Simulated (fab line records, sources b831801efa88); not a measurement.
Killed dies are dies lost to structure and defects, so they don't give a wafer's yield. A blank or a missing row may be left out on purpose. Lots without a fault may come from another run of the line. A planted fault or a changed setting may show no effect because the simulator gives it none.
fab line records | flow gf180mcu | part 1 of 2: steps 1 to 25 of 36
record lots=5 wafers=15 last_day=33
route steps=602 shown POLY_GATE@158 HV_LDD@176
lots that met no fault: from a run of the same line without faults
start_h: hours from the record's first day to the start of the lot's first wafer shown | wait_h: hours since the lot's step before | " the same as in the row above | L1.1+2: a row that stands for several wafers | - no value, or no start given | * or withheld: withheld | < > ~ a bound
route shown NAME@n: a module of which the file shows steps, and the number in the route of the first | usual: mean/standard deviation of fault-free wafers | same: alike in all rows | chamber/n: place in a boat | sites: the reading at each site | _std_site: their standard deviation | _edge_site: outer sites' mean less inner sites' | radius_mm: how far each site lies from the wafer's centre | mask NAME#n: copy n | behind: the tool/chamber that last shaped the wafer | hold: why the lot was held/for how many hours/how that ended | device: the transistor (n, p or np) that didn't switch | end of line: the same wafers' tests at the end of the route | a step without rows: its recipe alone | killed: dies lost to structure and defects at the first sort, not the wafer's yield | map: a wafer's dies, x killed, . not, _ none there
set.NAME: the setting as run; set.NAME@STEP: as run at that earlier step | model.NAME: the simulator's own value behind a step, which no gauge read
lots at some steps of the route; a table a step, a row a wafer
services: from which hour (start_h, from the record's first day; less than 0 if before it) a tool's chamber was out of use, for how many hours, and why
## steps
# step GF_POLY_GATE_THK_MEAS_01
# recipe reads=poly-Si_of_POLY_GATE_CVD_00
# usual POLY_GATE_CVD_00_THK=200.5/1.8
# columns lot.wafer tool chamber start_h wait_h POLY_GATE_CVD_00_THK[nm]
L079.2 film_metro-02 - 225.33 0.0 198.1
L079.3 " - " " 198.9
L079.5 " - " " 198.9
L083.1 film_metro-01 - 250.29 0.0 203.8
L083.2 " - " " 200.3
L083.5 " - " " 201.8
L085.3 film_metro-03 - 261.37 0.0 198.8
L085.5 " - " " 200.0
L085.6 " - " " 200.2
L088.3 film_metro-03 - 276.71 0.0 201.9
L088.4 " - " " 201.2
L088.6 " - " " 201.7
L094.1 film_metro-02 - 311.62 0.0 202.4
L094.4 " - " " 201.1
L094.6 " - " " 203.2
# step GF_POLY_GATE_DEHYDRATE_02
# recipe temp_c=200 time_s=60
# usual exhaust_pa=44.9/0.89
# columns lot.wafer tool chamber start_h wait_h exhaust_pa
L079.2 litho_track-02 0 232.68 7.3 45.6
L079.3 " 0 " " 44.3
L079.5 " 0 " " 46.0
L083.1 litho_track-03 0 258.59 8.3 44.2
L083.2 " 0 " " 45.7
L083.5 " 0 " " 46.1
L085.3 litho_track-02 0 269.55 8.2 43.4
L085.5 " 0 " " 45.3
L085.6 " 0 " " 44.6
L088.3 litho_track-02 0 285.35 8.6 44.4
L088.4 " 0 " " 44.5
L088.6 " 0 " " 43.3
L094.1 litho_track-03 0 320.88 9.3 44.2
L094.4 " 0 " " 44.6
L094.6 " 0 " " 45.1
# step GF_POLY_GATE_HMDS_03
# recipe prime_time_s=60 prime_temp_c=120
# usual exhaust_pa=45.2/0.9
# columns lot.wafer tool chamber start_h wait_h exhaust_pa
L079.2 litho_track-02 0 232.83 0.1 47.2
L079.3 " 0 " " 46.3
L079.5 " 0 " " 46.4
L083.1 litho_track-03 0 258.74 0.1 46.7
L083.2 " 0 " " 43.7
L083.5 " 0 " " 45.3
L085.3 litho_track-02 0 269.70 0.1 45.0
L085.5 " 0 " " 43.9
L085.6 " 0 " " 44.0
L088.3 litho_track-02 0 285.50 0.1 45.1
L088.4 " 0 " " 46.2
L088.6 " 0 " " 44.8
L094.1 litho_track-03 0 321.03 0.1 45.0
L094.4 " 0 " " 44.7
L094.6 " 0 " " 45.9
# step GF_POLY_GATE_COAT_04
# recipe resist=BARC temp_c=withheld time_s=withheld spin_rpm=withheld resist_thk_nm=withheld
# usual exhaust_pa=45.1/0.9
# columns lot.wafer tool chamber start_h wait_h exhaust_pa
L079.2 litho_track-02 0 232.98 0.1 45.4
L079.3 " 0 " " 46.3
L079.5 " 0 " " 45.7
L083.1 litho_track-03 0 258.89 0.1 45.7
L083.2 " 0 " " 46.4
L083.5 " 0 " " 44.4
L085.3 litho_track-02 0 269.85 0.1 44.0
L085.5 " 0 " " 43.5
L085.6 " 0 " " 43.5
L088.3 litho_track-02 0 285.65 0.1 45.6
L088.4 " 0 " " 45.2
L088.6 " 0 " " 45.4
L094.1 litho_track-03 0 321.18 0.1 45.1
L094.4 " 0 " " 44.7
L094.6 " 0 " " 45.0
# step GF_POLY_GATE_COAT_05
# recipe resist=KrF spin_rpm=withheld resist_thk_nm=700
# usual exhaust_pa=45.3/0.85
# columns lot.wafer tool chamber start_h wait_h exhaust_pa
L079.2 litho_track-02 0 - - 44.9
L079.3 " 0 " " 44.0
L079.5 " 0 " " 45.4
L083.1 litho_track-03 0 - - 45.7
L083.2 " 0 " " 45.8
L083.5 " 0 " " 45.7
L085.3 litho_track-02 0 - - 45.2
L085.5 " 0 " " 45.9
L085.6 " 0 " " 44.8
L088.3 litho_track-02 0 - - 44.9
L088.4 " 0 " " 46.1
L088.6 " 0 " " 45.3
L094.1 litho_track-03 0 - - 45.2
L094.4 " 0 " " 45.9
L094.6 " 0 " " 45.3
# step GF_POLY_GATE_SOFTBAKE_06
# recipe temp_c=130 time_s=60 resist=KrF
# usual exhaust_pa=45.0/0.95
# columns lot.wafer tool chamber start_h wait_h exhaust_pa
L079.2 litho_track-02 0 - - 45.4
L079.3 " 0 " " 45.0
L079.5 " 0 " " 44.4
L083.1 litho_track-03 0 - - 46.2
L083.2 " 0 " " 45.9
L083.5 " 0 " " 46.3
L085.3 litho_track-02 0 - - 46.6
L085.5 " 0 " " 45.6
L085.6 " 0 " " 45.0
L088.3 litho_track-02 0 - - 44.2
L088.4 " 0 " " 44.9
L088.6 " 0 " " 44.8
L094.1 litho_track-03 0 - - 44.5
L094.4 " 0 " " 43.4
L094.6 " 0 " " 43.6
# step GF_POLY_GATE_EXPOSE_07
# recipe mask_id=Poly2 target_cd_nm=280 na=0.68 source_shape=conventional sigma_outer=0.6 dose_mj=28
# same na=0.68
# columns lot.wafer tool chamber start_h wait_h mask
L079.2+3+5 krf_scanner-02 0 - - Poly2#0
L083.1+2+5 krf_scanner-01 0 - - Poly2#0
L085.3+5+6 krf_scanner-01 0 - - Poly2#0
L088.3+4+6 krf_scanner-01 0 - - Poly2#0
L094.1+4+6 krf_scanner-02 0 - - Poly2#0
# step GF_POLY_GATE_PEB_08
# recipe peb_temp_c=135 peb_time_s=90 resist=KrF
# usual exhaust_pa=45.0/0.89
# columns lot.wafer tool chamber start_h wait_h exhaust_pa
L079.2 litho_track-02 0 - - 46.0
L079.3 " 0 " " 44.7
L079.5 " 0 " " 44.6
L083.1 litho_track-03 0 - - 44.8
L083.2 " 0 " " 43.9
L083.5 " 0 " " 46.0
L085.3 litho_track-02 0 - - 44.8
L085.5 " 0 " " 45.4
L085.6 " 0 " " 45.9
L088.3 litho_track-02 0 - - 45.2
L088.4 " 0 " " 44.6
L088.6 " 0 " " 46.1
L094.1 litho_track-01 0 - - 44.6
L094.4 " 0 " " 45.2
L094.6 " 0 " " 44.3
# step GF_POLY_GATE_DEVELOP_09
# recipe develop_time_s=60 resist=KrF dev_temp_c=21
# usual exhaust_pa=45.0/0.9
# columns lot.wafer tool chamber start_h wait_h exhaust_pa
L079.2 litho_track-02 0 242.03 0.2 45.0
L079.3 " 0 " " 45.0
L079.5 " 0 " " 43.2
L083.1 litho_track-03 0 268.24 0.2 44.1
L083.2 " 0 " " 45.6
L083.5 " 0 " " 43.6
L085.3 litho_track-02 0 278.85 0.1 44.8
L085.5 " 0 " " 46.3
L085.6 " 0 " " 44.7
L088.3 litho_track-02 0 295.20 0.1 45.9
L088.4 " 0 " " 44.1
L088.6 " 0 " " 46.5
L094.1 litho_track-01 0 331.68 0.2 45.9
L094.4 " 0 " " 45.1
L094.6 " 0 " " 44.1
# step GF_POLY_GATE_CD_MEAS_10
# recipe target_cd_nm=280
# usual cd_nm=280.1/1.2
# columns lot.wafer tool chamber start_h wait_h cd_nm
L079.2 cd_sem-01 - 242.18 0.1 279.2
L079.3 " - " " 279.7
L079.5 " - " " 279.0
L083.1 cd_sem-01 - 268.39 0.1 277.6
L083.2 " - " " 277.5
L083.5 " - " " 278.1
L085.3 cd_sem-02 - 278.99 0.1 280.0
L085.5 " - " " 279.3
L085.6 " - " " 279.0
L088.3 cd_sem-02 - 295.34 0.1 280.4
L088.4 " - " " 279.3
L088.6 " - " " 279.7
L094.1 cd_sem-01 - 331.83 0.1 281.9
L094.4 " - " " 282.3
L094.6 " - " " 280.5
# step GF_POLY_GATE_OVL_MEAS_11
# usual POLY_GATE_OVL=0/5.2
# columns lot.wafer tool chamber start_h wait_h POLY_GATE_OVL[nm]
L079.2 overlay-02 - 242.28 0.1 -4
L079.3 " - " " 1
L079.5 " - " " 0
L083.1 overlay-01 - 268.51 0.1 -14
L083.2 " - " " -5
L083.5 " - " " -8
L085.3 overlay-02 - 279.09 0.1 -7
L085.5 " - " " -3
L085.6 " - " " -4
L088.3 overlay-01 - 295.44 0.1 -9
L088.4 " - " " -5
L088.6 " - " " -6
L094.1 overlay-02 - 331.95 0.1 -2
L094.4 " - " " -11
L094.6 " - " " -2
# step GF_POLY_GATE_ETCH_12
# recipe chemistry=N2/H2 target_depth_a=withheld overetch_a=withheld time_s=withheld target=BARC ion_energy_ev=200 source_w=500 bias_w=100 pressure_mtorr=30 n2_flow_sccm=100 h2_flow_sccm=200
# usual drypump_motor_current_A=5.6/0.35 n2_flow_sccm=99.99/0.29 oes_product_au=0.736/0.0048 throttle_valve_pct=13.214/0.0089
# columns lot.wafer tool chamber start_h wait_h drypump_motor_current_A n2_flow_sccm oes_product_au throttle_valve_pct
L079.2 rie_diel-01 0 242.31 0.0 5.2 99.66 0.729 13.223
L079.3 " 1 " " 5.7 100.12 0.745 13.209
L079.5 " 0 " " 5.2 99.91 0.736 13.198
L083.1 rie_diel-01 1 268.54 0.0 5.8 100.71 0.739 13.217
L083.2 " 0 " " 5.2 99.90 0.733 13.219
L083.5 " 1 " " 5.8 100.26 0.727 13.205
L085.3 rie_diel-01 1 279.11 0.0 5.8 99.66 0.739 13.201
L085.5 " 0 " " 5.2 99.80 0.732 13.222
L085.6 " 3 " " 5.0 100.37 0.734 13.220
L088.3 rie_diel-04 0 295.46 0.0 6.1 99.79 0.733 13.220
L088.4 " 1 " " 5.6 99.99 0.732 13.219
L088.6 " 0 " " 6.1 99.95 0.740 13.218
L094.1 rie_diel-01 1 331.99 0.0 5.8 99.75 0.742 13.218
L094.4 " 3 " " 5.0 100.49 0.737 13.212
L094.6 " 0 " " 5.2 100.29 0.734 13.212
# step GF_POLY_GATE_ETCH_13
# recipe target=poly-Si target_depth_nm=198.5 stop_on=SiO2 over_etch_frac=0.403 chemistry=HBr/Cl2 icp_w=400 bias_w=100 pressure_mtorr=10 HBr_flow_sccm=150 Cl2_flow_sccm=50 time_s=69.6
# usual drypump_motor_current_A=5.9/0.55 oes_product_au=0.992/0.0067 throttle_valve_pct=33.684/0.0081
# columns lot.wafer tool chamber start_h wait_h drypump_motor_current_A oes_product_au rf_hours_counter_h throttle_valve_pct
L079.2 rie_si-02 3 242.36 - 6.4 0.989 43 33.682
L079.3 " 1 " " 5.5 0.993 3 33.678
L079.5 " 0 " " 6.0 0.983 - 33.687
L083.1 rie_si-01 0 268.59 - 5.7 0.995 15 33.680
L083.2 " 1 " " 6.6 0.993 1 33.671
L083.5 " 0 " " 5.7 0.990 - 33.670
L085.3 rie_si-02 0 279.16 - 6.0 0.987 1 33.687
L085.5 " 1 " " 5.5 1.002 - 33.695
L085.6 " 0 " " 6.0 0.995 - 33.696
L088.3 rie_si-01 3 295.51 - 5.2 0.999 97 33.677
L088.4 " 0 " " 5.7 0.990 16 33.678
L088.6 " 3 " " 5.3 0.994 - 33.682
L094.1 rie_si-02 1 332.04 - 5.5 0.988 4 33.678
L094.4 " 3 " " 6.4 0.999 44 33.675
L094.6 " 1 " " 5.5 0.999 - 33.681
# step GF_POLY_GATE_STRIP_14
# recipe chemistry=O2/N2 power_w=1400 pressure_mtorr=1500 platen_temp_c=250 o2_flow_sccm=3000 n2_flow_sccm=300 overash_fraction=0.5
# usual drypump_motor_current_A=5.9/0.38 heater_power_w=324/26 n2_flow_sccm=300.0/1.1 oes_product_au=0.505/0.0049
# columns lot.wafer tool chamber start_h wait_h drypump_motor_current_A heater_power_w n2_flow_sccm oes_product_au rf_hours_counter_h
L079.2 plasma_asher-03 1 242.42 0.0 6.4 317 300.7 0.505 61
L079.3 " 0 " " 5.7 312 301.3 0.517 -
L079.5 " 0 " " 5.7 314 301.5 0.501 -
L083.1 plasma_asher-04 1 268.65 0.0 5.7 324 299.1 0.502 17
L083.2 " 0 " " 6.4 270 299.4 0.512 17
L083.5 " 0 " " 6.4 270 300.1 0.498 -
L085.3 plasma_asher-04 1 279.25 0.1 5.7 331 300.4 0.504 -
L085.5 " 0 " " 6.4 271 300.5 0.499 -
L085.6 " 1 " " 5.7 320 300.2 0.499 -
L088.3 plasma_asher-03 0 295.60 0.1 5.7 319 301.0 0.504 -
L088.4 " 1 " " 6.5 325 298.8 0.508 -
L088.6 " 0 " " 5.7 318 300.1 0.510 -
L094.1 plasma_asher-03 0 332.09 0.0 5.7 317 299.9 0.506 71
L094.4 " 1 " " 6.4 326 299.3 0.498 -
L094.6 " 1 " " 6.4 319 300.8 0.510 -
# step GF_POLY_GATE_CLEAN_15
# recipe chemistry=SC1/SC2 mix=1:4:20 temp_c=70 time_s=150 dry=n2_spin
# columns lot.wafer tool chamber start_h wait_h
L079.2+3+5 wet_bench-04 2 242.52 0.1
L083.1+2+5 wet_bench-04 1 268.75 0.1
L085.3+5+6 wet_bench-02 1 279.32 0.0
L088.3+4+6 wet_bench-04 1 295.67 0.0
L094.1+4+6 wet_bench-01 2 332.19 0.1
# step GF_POLY_GATE_OXIDATION_16
# recipe temp_c=850 ambient=O2 stabilise_s=600 purge_s=300 target_thk_a=40 ox_time_s=899
# usual ox_temp_c_max=853.2/0.68 spike_tc_bottom_C=870.5/1.6 spike_tc_top_C=862/3
# columns lot.wafer tool chamber start_h wait_h ox_temp_c_max spike_tc_bottom_C spike_tc_top_C
L079.2 furnace-02 0 246.16 3.6 853.3 867.9 863
L079.3 " 0 " " 852.6 871.3 864
L079.5 " 0 " " 853.0 869.3 864
L083.1 furnace-02 0 270.88 2.1 852.9 868.3 866
L083.2 " 0 " " 853.3 871.9 864
L083.5 " 0 " " 853.5 869.2 866
L085.3 furnace-01 0 283.03 3.7 853.0 871.0 858
L085.5 " 0 " " 853.0 870.7 859
L085.6 " 0 " " 853.0 872.8 858
L088.3 furnace-01 0 301.26 5.5 853.1 872.6 858
L088.4 " 0 " " 853.7 871.5 857
L088.6 " 0 " " 852.7 871.6 861
L094.1 furnace-02 0 332.91 0.7 853.2 869.2 863
L094.4 " 0 " " 853.8 870.1 862
L094.6 " 0 " " 853.5 868.9 864
# step GF_POLY_GATE_THK_MEAS_17
# recipe reads=SiO2_of_POLY_GATE_OXIDATION_16
# usual POLY_GATE_OXIDATION_THK=4.02/0.093
# columns lot.wafer tool chamber start_h wait_h POLY_GATE_OXIDATION_THK[nm]
L079.2 film_metro-03 - 247.42 0.0 3.90
L079.3 " - " " 3.98
L079.5 " - " " 4.03
L083.1 film_metro-02 - 272.19 0.1 4.10
L083.2 " - " " 4.12
L083.5 " - " " 4.06
L085.3 film_metro-02 - 284.30 0.0 4.15
L085.5 " - " " 4.10
L085.6 " - " " 4.10
L088.3 film_metro-01 - 302.53 0.0 4.02
L088.4 " - " " 4.08
L088.6 " - " " 4.08
L094.1 film_metro-02 - 334.16 0.0 4.05
L094.4 " - " " 4.06
L094.6 " - " " 4.10
# step GF_POLY_GATE_CD_MEAS_18
# usual cd_nm=279.9/2.1
# columns lot.wafer tool chamber start_h wait_h cd_nm
L079.2 cd_sem-01 - 247.50 0.1 277.6
L079.3 " - " " 282.4
L079.5 " - " " 278.2
L083.1 cd_sem-01 - 272.36 0.2 276.6
L083.2 " - " " 276.7
L083.5 " - " " 276.5
L085.3 cd_sem-01 - 284.39 0.1 280.9
L085.5 " - " " 280.5
L085.6 " - " " 279.8
L088.3 cd_sem-01 - 302.63 0.1 281.2
L088.4 " - " " 276.0
L088.6 " - " " 282.0
L094.1 cd_sem-01 - 334.22 0.1 283.8
L094.4 " - " " 279.7
L094.6 " - " " 280.4
# step GF_HV_LDD_DEHYDRATE_00
# recipe temp_c=200 time_s=60
# usual exhaust_pa=45.1/0.78
# columns lot.wafer tool chamber start_h wait_h exhaust_pa
L079.2 litho_track-02 0 255.03 7.5 44.6
L079.3 " 0 " " 44.5
L079.5 " 0 " " 45.0
L083.1 litho_track-03 0 281.04 8.6 46.0
L083.2 " 0 " " 45.5
L083.5 " 0 " " 46.1
L085.3 litho_track-04 0 292.79 8.4 45.2
L085.5 " 0 " " 44.0
L085.6 " 0 " " 44.6
L088.3 litho_track-04 0 311.54 8.9 43.5
L088.4 " 0 " " 44.6
L088.6 " 0 " " 46.2
L094.1 litho_track-03 0 344.68 10.4 46.0
L094.4 " 0 " " 44.4
L094.6 " 0 " " 44.7
# step GF_HV_LDD_HMDS_01
# recipe prime_time_s=60 prime_temp_c=120
# usual exhaust_pa=44.8/0.85
# columns lot.wafer tool chamber start_h wait_h exhaust_pa
L079.2 litho_track-02 0 255.18 0.1 45.1
L079.3 " 0 " " 45.0
L079.5 " 0 " " 45.2
L083.1 litho_track-03 0 281.19 0.1 44.0
L083.2 " 0 " " 44.2
L083.5 " 0 " " 43.6
L085.3 litho_track-04 0 292.94 0.1 45.2
L085.5 " 0 " " 43.6
L085.6 " 0 " " 45.5
L088.3 litho_track-04 0 311.69 0.1 44.6
L088.4 " 0 " " 43.7
L088.6 " 0 " " 43.6
L094.1 litho_track-03 0 344.83 0.1 44.0
L094.4 " 0 " " 45.7
L094.6 " 0 " " 44.0
# step GF_HV_LDD_COAT_02
# recipe resist=NOVOLAK spin_rpm=3000 resist_thk_nm=1000
# usual exhaust_pa=44.9/0.81
# columns lot.wafer tool chamber start_h wait_h exhaust_pa
L079.2 litho_track-02 0 255.33 0.1 45.3
L079.3 " 0 " " 44.2
L079.5 " 0 " " 43.4
L083.1 litho_track-03 0 281.34 0.1 45.8
L083.2 " 0 " " 45.2
L083.5 " 0 " " 44.7
L085.3 litho_track-04 0 293.09 0.1 42.1
L085.5 " 0 " " 44.5
L085.6 " 0 " " 43.8
L088.3 litho_track-04 0 311.84 0.1 44.3
L088.4 " 0 " " 44.5
L088.6 " 0 " " 46.2
L094.1 litho_track-03 0 344.98 0.1 45.3
L094.4 " 0 " " 44.9
L094.6 " 0 " " 45.7
# step GF_HV_LDD_SOFTBAKE_03
# recipe temp_c=90 time_s=60 resist=NOVOLAK
# usual exhaust_pa=44.9/0.92
# columns lot.wafer tool chamber start_h wait_h exhaust_pa
L079.2 litho_track-02 0 255.48 0.1 44.2
L079.3 " 0 " " 44.9
L079.5 " 0 " " 44.8
L083.1 litho_track-03 0 281.49 0.1 46.6
L083.2 " 0 " " 44.7
L083.5 " 0 " " 46.4
L085.3 litho_track-04 0 293.24 0.1 45.0
L085.5 " 0 " " 45.4
L085.6 " 0 " " 45.4
L088.3 litho_track-04 0 311.99 0.1 44.8
L088.4 " 0 " " 45.2
L088.6 " 0 " " 45.3
L094.1 litho_track-03 0 345.13 0.1 46.5
L094.4 " 0 " " 46.6
L094.6 " 0 " " 46.4
# step GF_HV_LDD_EXPOSE_04
# recipe mask_id=Nplus_LV_AREA target_cd_nm=400 na=0.6 source_shape=conventional sigma_outer=0.6 dose_mj=140
# same na=0.6
# columns lot.wafer tool chamber start_h wait_h mask
L079.2+3+5 iline_stepper-01 0 - - Nplus_LV_AREA#0
L083.1+2+5 iline_stepper-02 0 - - Nplus_LV_AREA#0
L085.3+5+6 iline_stepper-02 0 - - Nplus_LV_AREA#0
L088.3+4+6 iline_stepper-02 0 - - Nplus_LV_AREA#0
L094.1+4+6 iline_stepper-01 0 - - Nplus_LV_AREA#0
# step GF_HV_LDD_PEB_05
# recipe temp_c=withheld time_s=* resist=NOVOLAK
# usual exhaust_pa=44.9/0.81
# columns lot.wafer tool chamber start_h wait_h exhaust_pa
L079.2 litho_track-02 0 - - 44.1
L079.3 " 0 " " 45.9
L079.5 " 0 " " 44.5
L083.1 litho_track-02 0 - - 44.9
L083.2 " 0 " " 43.8
L083.5 " 0 " " 45.4
L085.3 litho_track-02 0 - - 45.6
L085.5 " 0 " " 45.4
L085.6 " 0 " " 45.3
L088.3 litho_track-02 0 - - 46.5
L088.4 " 0 " " 46.3
L088.6 " 0 " " 46.0
L094.1 litho_track-04 0 - - 44.0
L094.4 " 0 " " 45.4
L094.6 " 0 " " 46.1
# step GF_HV_LDD_DEVELOP_06
# recipe develop_time_s=60 dev_temp_c=23
# usual exhaust_pa=45.2/0.86
# columns lot.wafer tool chamber start_h wait_h exhaust_pa
L079.2 litho_track-02 0 263.88 0.1 45.7
L079.3 " 0 " " 44.5
L079.5 " 0 " " 45.0
L083.1 litho_track-02 0 290.45 0.1 45.6
L083.2 " 0 " " 46.0
L083.5 " 0 " " 45.8
L085.3 litho_track-02 0 303.05 0.1 44.8
L085.5 " 0 " " 45.0
L085.6 " 0 " " 45.0
L088.3 litho_track-02 0 322.65 0.1 45.4
L088.4 " 0 " " 45.1
L088.6 " 0 " " 46.1
L094.1 litho_track-04 0 356.29 0.1 43.3
L094.4 " 0 " " 44.3
L094.6 " 0 " " 44.1
